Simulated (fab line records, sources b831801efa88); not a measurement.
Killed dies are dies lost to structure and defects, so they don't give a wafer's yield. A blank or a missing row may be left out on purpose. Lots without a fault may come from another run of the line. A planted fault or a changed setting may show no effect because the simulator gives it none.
fab line records | flow sky130
record lots=12 wafers=36 last_day=50
route steps=708 shown FIELD_ISO@14 DNWELL@44 NWELL@63 POLY_GATE@204 PAD_OPEN@708
lots that met no fault: from a run of the same line without faults
start_h: hours from the record's first day to the start of the lot's first wafer shown | wait_h: hours since the lot's step before | " the same as in the row above | L1.1+2: a row that stands for several wafers | - no value, or no start given | * or withheld: withheld | < > ~ a bound
route shown NAME@n: a module of which the file shows steps, and the number in the route of the first | usual: mean/standard deviation of fault-free wafers | same: alike in all rows | chamber/n: place in a boat | sites: the reading at each site | _std_site: their standard deviation | _edge_site: outer sites' mean less inner sites' | radius_mm: how far each site lies from the wafer's centre | mask NAME#n: copy n | behind: the tool/chamber that last shaped the wafer | hold: why the lot was held/for how many hours/how that ended | device: the transistor (n, p or np) that didn't switch | end of line: the same wafers' tests at the end of the route | a step without rows: its recipe alone | killed: dies lost to structure and defects at the first sort, not the wafer's yield | map: a wafer's dies, x killed, . not, _ none there
set.NAME: the setting as run; set.NAME@STEP: as run at that earlier step | model.NAME: the simulator's own value behind a step, which no gauge read
steps of the route over a sample of lots; a table a step, a row a wafer
services: from which hour (start_h, from the record's first day; less than 0 if before it) a tool's chamber was out of use, for how many hours, and why
## steps
# step SKY_FIELD_ISO_CD_MEAS_13
# recipe target_cd_nm=150
# usual cd_nm=149.9/1.3
# columns lot.wafer tool chamber start_h wait_h cd_nm
L231.2 cd_sem-02 - 33.81 - 150.0
L231.3 " - " " 148.5
L231.5 " - " " 148.0
L232.4 cd_sem-01 - 38.07 - 150.8
L232.5 " - " " 151.5
L232.6 " - " " 150.2
L234.2 cd_sem-02 - 56.61 - 149.6
L234.3 " - " " 147.6
L234.4 " - " " 149.6
L235.1 cd_sem-02 - 57.03 - 150.2
L235.3 " - " " 148.3
L235.6 " - " " 150.0
L236.2 cd_sem-02 - 66.61 - 148.7
L236.5 " - " " 149.2
L236.6 " - " " 149.3
L237.1 cd_sem-01 - 66.71 - 151.5
L237.4 " - " " 150.8
L237.6 " - " " 150.1
L240.3 cd_sem-02 - 80.60 - 149.3
L240.4 " - " " 148.6
L240.6 " - " " 149.2
L242.1 cd_sem-01 - 91.26 - 149.7
L242.4 " - " " 149.4
L242.5 " - " " 151.7
L250.2 cd_sem-01 - 133.10 - 150.9
L250.5 " - " " 150.8
L250.6 " - " " 150.6
L251.2 cd_sem-02 - 141.35 - 152.3
L251.4 " - " " 153.4
L251.5 " - " " 151.7
L252.3 cd_sem-01 - 144.03 - 149.8
L252.4 " - " " 148.2
L252.5 " - " " 148.8
L253.1 cd_sem-02 - 149.74 - 148.4
L253.3 " - " " 149.9
L253.5 " - " " 149.0
# step SKY_DNWELL_TW_MEAS_09
# usual DNWELL_TW=1113/11
# columns lot.wafer tool chamber start_h wait_h DNWELL_TW
L231.2 film_metro-02 - 68.54 0.1 1105
L231.3 " - " " 1104
L231.5 " - " " 1102
L232.4 film_metro-02 - 76.41 0.1 1108
L232.5 " - " " 1103
L232.6 " - " " 1103
L234.2 film_metro-02 - 82.29 0.1 1102
L234.3 " - " " 1098
L234.4 " - " " 1101
L235.1 film_metro-02 - 83.34 0.1 1103
L235.3 " - " " 1098
L235.6 " - " " 1101
L236.2 film_metro-02 - 91.20 0.1 1110
L236.5 " - " " 1102
L236.6 " - " " 1111
L237.1 film_metro-02 - 91.54 0.1 1108
L237.4 " - " " 1097
L237.6 " - " " 1108
L240.3 film_metro-04 - 108.25 0.1 1117
L240.4 " - " " 1109
L240.6 " - " " 1116
L242.1 film_metro-03 - 116.18 0.1 1126
L242.4 " - " " 1127
L242.5 " - " " 1130
L250.2 film_metro-03 - 162.40 0.1 1124
L250.5 " - " " 1119
L250.6 " - " " 1119
L251.2 film_metro-02 - 170.40 0.1 1102
L251.4 " - " " 1101
L251.5 " - " " 1099
L252.3 film_metro-04 - 171.65 0.1 1113
L252.4 " - " " 1113
L252.5 " - " " 1116
L253.1 film_metro-03 - 178.62 0.1 1119
L253.3 " - " " 1119
L253.5 " - " " 1117
# step SKY_NWELL_OVL_MEAS_10
# usual NWELL_00_OVL=-1.7/1.6
# columns lot.wafer tool chamber start_h wait_h NWELL_00_OVL[nm]
L231.2 overlay-02 - 103.64 - -2.2
L231.3 " - " " -0.7
L231.5 " - " " -3.9
L232.4 overlay-02 - 111.18 - -2.2
L232.5 " - " " -2.2
L232.6 " - " " -2.6
L234.2 overlay-01 - 117.11 - -1.9
L234.3 " - " " -2.8
L234.4 " - " " -1.8
L235.1 overlay-02 - 118.49 - -3.0
L235.3 " - " " -0.4
L235.6 " - " " -0.5
L236.2 overlay-01 - 127.89 - 0.3
L236.5 " - " " -1.1
L236.6 " - " " -0.9
L237.1 overlay-02 - 128.57 - -1.8
L237.4 " - " " -0.5
L237.6 " - " " -1.4
L240.3 overlay-02 - 146.37 - -3.3
L240.4 " - " " -2.1
L240.6 " - " " -3.3
L242.1 overlay-02 - 155.22 - -2.0
L242.4 " - " " -2.3
L242.5 " - " " -4.4
L250.2 overlay-01 - 203.81 - -2.0
L250.5 " - " " -1.5
L250.6 " - " " 1.0
L251.2 overlay-01 - 212.72 - 0.7
L251.4 " - " " 0.5
L251.5 " - " " 0.3
L252.3 overlay-02 - 214.25 - -1.3
L252.4 " - " " -2.4
L252.5 " - " " -2.8
L253.1 overlay-02 - 221.67 - -2.0
L253.3 " - " " -1.8
L253.5 " - " " -1.8
# step SKY_POLY_GATE_CVD_00
# recipe material=poly-Si target_thk_nm=180 temp_c=620 time_s=720 pressure_mtorr=200
# usual spike_tc_bottom_C=642.3/1.3 spike_tc_centre_C=620.8/1.4 spike_tc_lower_C=620.4/1.2 spike_tc_top_C=640.4/1.8 spike_tc_upper_C=621.1/0.97 susceptor_temp_C=619.95/0.28 zone_power_lower_pct=9.2/1.2 zone_power_upper_pct=8.98/0.088
# columns lot.wafer tool chamber start_h wait_h spike_tc_bottom_C spike_tc_centre_C spike_tc_lower_C spike_tc_top_C spike_tc_upper_C susceptor_temp_C zone_power_lower_pct zone_power_upper_pct
L231.2 lpcvd-01 1 337.60 0.0 642.0 620.9 621.0 638.3 622.3 620.09 10.2 8.90
L231.3 " 1 " " 642.0 621.4 622.7 638.9 620.8 619.76 9.9 9.08
L231.5 " 1 " " 642.9 621.3 620.0 638.1 622.1 620.23 10.2 8.89
L232.4 lpcvd-01 0 348.16 0.0 641.3 619.9 620.4 640.9 622.2 620.17 7.8 8.89
L232.5 " 0 " " 642.6 620.7 620.3 642.3 620.0 619.38 7.8 8.94
L232.6 " 0 " " 640.2 618.9 622.8 642.5 620.2 619.86 7.7 9.09
L234.2 lpcvd-01 1 354.92 0.0 642.4 621.3 620.4 638.9 619.3 619.73 10.1 9.03
L234.3 " 1 " " 644.2 621.3 619.9 638.8 621.3 619.73 10.1 8.84
L234.4 " 1 " " 642.6 621.8 620.5 636.6 621.1 620.10 10.0 8.85
L235.1 lpcvd-01 1 356.45 0.0 642.4 620.8 620.1 638.1 621.4 620.52 10.3 8.78
L235.3 " 1 " " 643.3 621.8 622.5 637.9 620.7 620.02 10.3 8.88
L235.6 " 1 " " 643.3 622.1 621.3 639.9 623.6 619.83 10.1 8.88
L236.2 lpcvd-01 1 370.99 0.0 642.8 623.4 619.5 640.5 620.7 619.91 10.2 9.05
L236.5 " 1 " " 643.6 621.2 619.5 638.3 622.4 619.48 10.1 8.83
L236.6 " 1 " " 642.2 622.2 619.4 639.5 621.2 619.88 10.4 8.97
L237.1 lpcvd-01 0 374.68 0.0 642.8 619.7 622.6 641.2 622.0 619.87 7.9 9.02
L237.4 " 0 " " 639.5 619.3 621.9 641.9 621.1 619.47 7.7 8.84
L237.6 " 0 " " 640.8 617.8 621.4 641.7 620.9 620.00 7.7 9.06
L240.3 lpcvd-01 0 397.50 0.0 613.1 591.7 590.7 615.7 592.4 591.36 7.2 8.33
L240.4 " 0 " " 612.3 590.2 592.0 613.9 594.0 590.93 7.2 8.24
L240.6 " 0 " " 613.9 588.3 590.7 613.3 591.4 591.35 7.2 8.26
L242.1 lpcvd-01 0 411.12 0.0 611.8 590.8 590.7 615.3 593.4 591.16 7.2 8.22
L242.4 " 0 " " 613.0 593.4 591.8 613.6 591.6 591.17 7.1 8.26
L242.5 " 0 " " 613.5 591.3 591.6 613.9 590.7 591.22 7.2 8.45
L250.2 lpcvd-01 0 482.25 0.0 641.1 620.5 622.4 641.8 621.7 619.74 7.8 9.00
L250.5 " 0 " " 642.2 618.1 621.3 642.1 620.1 619.32 7.8 8.80
L250.6 " 0 " " 638.8 620.2 621.5 641.7 620.5 619.40 8.0 8.92
L251.2 lpcvd-01 0 500.19 0.0 640.0 619.9 619.0 642.3 620.6 620.29 7.9 9.07
L251.4 " 0 " " 640.8 620.0 620.4 640.9 622.6 619.68 7.8 9.17
L251.5 " 0 " " 640.7 620.4 620.3 643.4 620.3 619.89 7.8 8.91
L252.3 lpcvd-01 1 501.39 0.9 640.8 622.5 619.6 637.9 622.7 620.04 10.1 8.97
L252.4 " 1 " " 642.7 622.3 620.0 638.3 622.3 619.65 10.2 9.00
L252.5 " 1 " " 643.3 621.8 621.2 638.6 619.8 620.02 10.4 8.93
L253.1 lpcvd-01 1 507.72 0.0 644.2 623.1 620.0 638.9 620.5 619.81 10.3 9.14
L253.3 " 1 " " 644.2 623.1 619.4 638.7 621.7 620.03 10.2 9.04
L253.5 " 1 " " 642.6 620.8 621.2 639.2 620.8 620.21 10.4 8.97
# step SKY_POLY_GATE_THK_MEAS_01
# recipe reads=poly-Si_of_POLY_GATE_CVD_00
# usual POLY_GATE_CVD_00_THK=179.9/1.6
# columns lot.wafer tool chamber start_h wait_h hold POLY_GATE_CVD_00_THK[nm]
L231.2 film_metro-03 - 338.81 0.0 - 176.7
L231.3 " - " " - 177.7
L231.5 " - " " - 178.4
L232.4 film_metro-02 - 349.39 0.0 - 178.2
L232.5 " - " " - 179.8
L232.6 " - " " - 179.2
L234.2 film_metro-02 - 356.13 0.0 - 181.0
L234.3 " - " " - 181.2
L234.4 " - " " - 179.7
L235.1 film_metro-02 - 357.65 0.0 - 177.4
L235.3 " - " " - 178.7
L235.6 " - " " - 177.1
L236.2 film_metro-01 - 372.20 0.0 - 182.3
L236.5 " - " " - 184.2
L236.6 " - " " - 182.2
L237.1 film_metro-03 - 375.88 0.0 - 181.5
L237.4 " - " " - 180.3
L237.6 " - " " - 181.9
L240.3 film_metro-01 - 398.72 0.0 await_dispo/0.2h/release 91.2
L240.4 " - " " await_dispo/0.2h/release 90.4
L240.6 " - " " await_dispo/0.2h/release 90.0
L240.3 film_metro-01 - 398.95 0.2 - 91.1
L240.4 " - " " - 90.4
L240.6 " - " " - 89.9
L242.1 film_metro-03 - 412.32 0.0 await_dispo/0.2h/release 90.2
L242.4 " - " " await_dispo/0.2h/release 90.4
L242.5 " - " " await_dispo/0.2h/release 90.3
L242.1 film_metro-03 - 412.54 0.2 - 90.2
L242.4 " - " " - 90.4
L242.5 " - " " - 90.3
L250.2 film_metro-01 - 483.46 0.0 - 177.9
L250.5 " - " " - 178.4
L250.6 " - " " - 178.6
L251.2 film_metro-02 - 501.40 0.0 - 179.0
L251.4 " - " " - 177.1
L251.5 " - " " - 178.9
L252.3 film_metro-01 - 502.61 0.0 - 179.1
L252.4 " - " " - 181.0
L252.5 " - " " - 179.8
L253.1 film_metro-01 - 508.92 0.0 - 180.7
L253.3 " - " " - 179.6
L253.5 " - " " - 178.2
# step SKY_PAD_OPEN_PROBE_99
# usual defect_limited_yield=82.3/1.8 killed_at_M0_to_M3=43/7 killed_at_M4_up=3.1/1.9 killed_at_contacts=25/6.1 killed_at_front_end=15/4.5 killed_at_other=0.3/0.55 killed_dies=87/8.9 killed_open=47/6.4 killed_short=40/6.6 sort_bin_3_pad_short=0.9/0.42 sort_bin_5_function=10.4/1.4 sort_bin_6_memory=6.5/1.1 sort_n_pass=405/8.9 sort_yield_pct=82.3/1.8
# same gross_dies=492 killed_at_back_side=0 sort_bin_4_leakage[%]=0 sort_bin_8_speed[%]=0
# columns lot.wafer tool chamber start_h wait_h defect_limited_yield[%] killed_at_M0_to_M3 killed_at_M4_up killed_at_contacts killed_at_front_end killed_at_other killed_dies killed_open killed_short sort_bin_3_pad_short[%] sort_bin_5_function[%] sort_bin_6_memory[%] sort_n_pass sort_yield_pct[%]
L232.4 prober-01 - 1109.27 0.2 77.4 51 7 34 19 0 111 51 60 1.4 13.6 7.5 381 77.4
L232.5 prober-01 - 1109.32 0.2 81.9 40 7 31 11 0 89 42 45 0.8 10.6 6.7 403 81.9
L232.6 prober-01 - 1109.37 0.2 82.3 46 4 21 16 0 87 45 41 1.6 10.0 6.1 405 82.3
L234.2 prober-02 - 1110.67 0.1 82.3 48 4 21 14 0 87 52 35 1.2 10.0 6.5 405 82.3
L234.3 prober-02 - 1110.72 0.2 83.3 34 3 18 27 0 82 45 37 0.6 9.6 6.5 410 83.3
L234.4 prober-02 - 1110.77 0.2 83.9 40 0 21 18 0 79 38 41 0.4 9.6 6.1 413 83.9
L236.2 prober-02 - 1121.77 0.1 80.3 44 2 29 22 0 97 45 50 1.0 11.0 7.7 395 80.3
L236.5 prober-02 - 1121.92 0.2 86.6 32 9 12 13 0 66 36 28 1.0 6.9 5.5 426 86.6
L236.6 prober-02 - 1121.97 0.2 82.9 43 2 27 11 1 84 43 41 0.6 8.9 7.5 408 82.9
L250.2 prober-02 - 1187.98 0.1 85.4 35 4 22 11 0 72 36 36 1.0 7.9 5.7 420 85.4
L250.5 prober-02 - 1188.13 0.2 83.7 44 2 21 13 0 80 44 36 0.6 9.6 6.1 412 83.7
L250.6 prober-02 - 1188.18 0.2 84.1 42 4 20 12 0 78 43 35 0.8 10.4 4.7 414 84.1
# killed by level:class
L232.4 CONTACT:geometric_particle:open=12 VIA1:geometric_particle:short=9 LI_CONTACT:geometric_particle:open=7 CONTACT:geometric_particle:short=7 VIA1:geometric_particle:open=6 METAL2:geometric_particle:short=6 VIA3:geometric_particle:open=6 FIELD_ISO:geometric_particle:short=5
L232.5 VIA1:geometric_particle:open=9 LI_CONTACT:geometric_particle:open=8 LOCAL_INTERCONNECT:geometric_particle:short=8 CONTACT:geometric_particle:short=6 CONTACT:geometric_particle:open=6 VIA3:geometric_particle:open=6 VIA1:geometric_particle:short=5 METAL2:geometric_particle:short=5
L232.6 CONTACT:geometric_particle:open=9 VIA1:geometric_particle:open=8 VIA3:geometric_particle:open=8 METAL1:geometric_particle:short=8 FIELD_ISO:geometric_particle:short=7 LI_CONTACT:geometric_particle:open=5 METAL3:geometric_particle:short=5 VIA3:geometric_particle:short=5
L234.2 CONTACT:geometric_particle:open=12 VIA1:geometric_particle:open=10 METAL2:geometric_particle:short=10 FIELD_ISO:geometric_particle:open=8 METAL1:geometric_particle:short=6 VIA3:geometric_particle:open=6 VIA2:geometric_particle:open=4 LI_CONTACT:geometric_particle:open=3
L234.3 VIA1:geometric_particle:open=10 FIELD_ISO:geometric_particle:short=9 CONTACT:geometric_particle:open=9 FIELD_ISO:geometric_particle:open=6 VIA3:geometric_particle:short=6 VIA1:geometric_particle:short=5 POLY_GATE:geometric_particle:short=4 POLY_GATE:geometric_particle:open=4
L234.4 VIA3:geometric_particle:open=9 FIELD_ISO:geometric_particle:short=7 CONTACT:geometric_particle:short=7 CONTACT:geometric_particle:open=6 VIA1:geometric_particle:open=6 METAL1:geometric_particle:short=6 METAL2:geometric_particle:short=6 FIELD_ISO:geometric_particle:open=5
L236.2 CONTACT:geometric_particle:open=9 VIA1:geometric_particle:open=8 FIELD_ISO:geometric_particle:short=7 VIA2:geometric_particle:short=7 CONTACT:geometric_particle:short=6 LI_CONTACT:geometric_particle:open=6 LOCAL_INTERCONNECT:geometric_particle:short=5 POLY_GATE:geometric_particle:short=5
L236.5 VIA1:geometric_particle:open=6 METAL2:geometric_particle:short=6 VIA3:geometric_particle:open=6 METAL4:geometric_particle:short=6 FIELD_ISO:geometric_particle:open=5 CONTACT:geometric_particle:open=5 VIA2:geometric_particle:open=5 LI_CONTACT:geometric_particle:open=3
L236.6 CONTACT:geometric_particle:open=11 LI_CONTACT:geometric_particle:open=7 VIA1:geometric_particle:open=7 VIA2:geometric_particle:open=7 METAL1:geometric_particle:short=6 VIA1:geometric_particle:short=5 METAL3:geometric_particle:short=5 CONTACT:geometric_particle:short=4
L250.2 CONTACT:geometric_particle:open=9 VIA1:geometric_particle:open=8 VIA2:geometric_particle:open=8 METAL1:geometric_particle:short=7 LI_CONTACT:geometric_particle:open=5 METAL3:geometric_particle:short=5 FIELD_ISO:geometric_particle:short=4 METAL4:geometric_particle:short=4
L250.5 VIA2:geometric_particle:open=10 CONTACT:geometric_particle:open=9 VIA1:geometric_particle:open=7 CONTACT:geometric_particle:short=6 VIA1:geometric_particle:short=6 VIA3:geometric_particle:open=6 METAL1:geometric_particle:short=4 METAL2:geometric_particle:short=4
L250.6 VIA1:geometric_particle:short=9 CONTACT:geometric_particle:open=7 VIA1:geometric_particle:open=7 VIA2:geometric_particle:open=6 VIA3:geometric_particle:open=6 FIELD_ISO:geometric_particle:open=5 LI_CONTACT:geometric_particle:open=5 LOCAL_INTERCONNECT:geometric_particle:short=4
## services
# columns tool chamber start_h hours kind
lpcvd-01 - 379.12 6.0 pm
lpcvd-01 - 463.54 0.9 repair
## key
first_sign step=SKY_POLY_GATE_CVD_00 reading=susceptor_temp_C direction=down sigmas=99+ usual=* struck=*
effect step=SKY_POLY_GATE_CVD_00 reading=spike_tc_upper_C direction=down sigmas=30 usual=621.1 struck=592.3
effect step=SKY_POLY_GATE_THK_MEAS_01 reading=visit direction=added
effect step=SKY_POLY_GATE_THK_MEAS_01 reading=POLY_GATE_CVD_00_THK direction=down sigmas=55 usual=179.9 struck=90.4
met_at SKY_POLY_GATE_CVD_00
struck_lots L240,L242
struck_wafers L240.3,L240.4,L240.6,L242.1,L242.4,L242.5
scrapped_behind SKY_POLY_GATE_THK_MEAS_01 L240.3,L240.4,L240.6,L242.1,L242.4,L242.5
not_acting_at SKY_FIELD_ISO_CD_MEAS_13,SKY_DNWELL_TW_MEAS_09,SKY_NWELL_OVL_MEAS_10
onset_between 374.68 397.50
fault kind=process_parameter_drift tool=lpcvd-01 chamber=0 onset_h=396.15 steps=SKY_POLY_GATE_CVD_00 channel=temp_c offset=* shape=step end_h=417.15 stated=*
